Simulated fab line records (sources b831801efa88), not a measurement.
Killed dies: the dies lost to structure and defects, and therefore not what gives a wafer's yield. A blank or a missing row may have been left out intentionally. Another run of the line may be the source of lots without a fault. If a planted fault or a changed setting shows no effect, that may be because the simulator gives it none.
Comparing a struck lot with a sound one | flow sky130 | 15 steps out of a route of 708
Sound: the wafers L554.1, L554.3, L554.5. Struck: wafer L542.1 (left out: L542.2, L542.6 of the same lot, which were not struck); the cause appears at the end.
Order at every step that has rows: each side's tool, ch and its chambers, its first start. Under that, the readings that differ: sound wafers | struck wafers | difference of the means | sigmas: that difference in standard deviations of wafers without a fault.
alike: a reading whose means differ by less than 2 such deviations, as well as words and numbers matching on both sides. not compared: withheld readings; readings where some wafer has no value; bounds like >300 that might hide an equal value; numbers whose values overlap and for which the record gives no deviation.
A row with sigmas, a row that says differs or no value, or rows on one side alone: a step with any of these is where the two part. Numbers that have no deviation but don't overlap get no sigmas and don't part them. Lack of a reading on every wafer of one side parts them only where that side has two or more wafers.

SKY_VIA1_CMP_24: polishes, stops on SiO2, t overpolish 15 s, target thk 0 nm.
  sound on cmp-02 ch 0,1,3, day 39 13:17; struck on cmp-01 ch 0, day 35 15:42
  alike: edgeZonePressureFrac, motorCurrentA, overpolishRunS, slurryFilterDpKPa, slurryFlowMlMin, timeToEndpointS
SKY_METAL2_SPUTTER_00: material Ti, target thk 15 nm, time 10 s.
  sound on pvdSputter-04 at day 39 13:35; struck on pvdSputter-04 at day 35 16:00
  alike: throttleValvePct
SKY_METAL2_SPUTTER_01: material TiN, target thk 20 nm, time 16.7 s.
  sound on pvdSputter-04 at day 39 13:36; struck on pvdSputter-04 at day 35 16:02
  alike: throttleValvePct
then, 1 step without rows for these wafers: SKY_METAL2_SPUTTER_02 (material AlCu, target thk 250 nm, time 13.3 s).
SKY_METAL2_SPUTTER_03: material Ti, target thk 5 nm, time 3.3 s.
  sound on pvdSputter-04 at day 39 13:39; struck on pvdSputter-04 at day 35 16:05
  alike: throttleValvePct
SKY_METAL2_SPUTTER_04: material TiN, target thk 70 nm, time 58.3 s.
  sound on pvdSputter-04 at day 39 13:40; struck on pvdSputter-04 at day 35 16:05
  alike: throttleValvePct
SKY_METAL2_RS_MEAS_05: uses a four-point probe to measure.
  sound on filmMetro-03 at day 39 13:43; struck on filmMetro-03 at day 35 16:08
  alike: METAL2_ALCU_RS
SKY_METAL2_THK_MEAS_06: measures by xrf.
  sound on filmMetro-03 at day 39 13:50; struck on filmMetro-03 at day 35 16:16
  alike: METAL2_ALCU_THK
then, 4 steps without rows for these wafers: SKY_METAL2_DEHYDRATE_07 (time 60 s); SKY_METAL2_HMDS_08 (prime time 60 s); SKY_METAL2_COAT_09 (resist thk 60 nm); SKY_METAL2_COAT_10 (resist thk 450 nm).
SKY_METAL2_SOFTBAKE_11: time 90 s.
  sound on lithoTrack-01 ch 0, day 40 01:00; struck on lithoTrack-01 ch 0, day 36 05:00
reading        | sound                | struck | difference | sigmas
runLengthS (s) | 118.68 118.66 118.64 | 122.99 | +4.33      | +17
then, 1 step without rows for these wafers: SKY_METAL2_EXPOSE_12 (exposes mask MM2, target cd 140 nm).
-- the record jumps here: 11 days lie between the struck wafers' starts before and after (it left off in module METAL2 and takes up again in module PAD_OPEN, whose first step shown is number 708 of the route) --
SKY_PAD_OPEN_PROBE_99:
  sound on prober-02 at day 49 21:58; struck on prober-02 at day 47 02:16
reading                  | sound       | struck | difference | sigmas
killedAtFrontEnd         | 18 12 17    | 30     | +14        | +3
sort_bin_3_pad_short (%) | 0.8 0.4 1.0 | 1.6    | +0.9       | +2
  alike: defectLimitedYield, killed_at_M0_to_M3, killed_at_M4_up, killedAtContacts, killedAtOther, killedDies, killedOpen, killedShort, sort_bin_5_function, sort_bin_6_memory, sortNPass, sortYieldPct

## WHERE THEY PART
At SKY_METAL2_SOFTBAKE_11 first; at SKY_PAD_OPEN_PROBE_99 last (within this record only).

WHY: what had been put in by the simulator
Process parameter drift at SKY_METAL2_SOFTBAKE_11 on lithoTrack-01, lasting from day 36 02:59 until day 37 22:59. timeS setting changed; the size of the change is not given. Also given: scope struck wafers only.
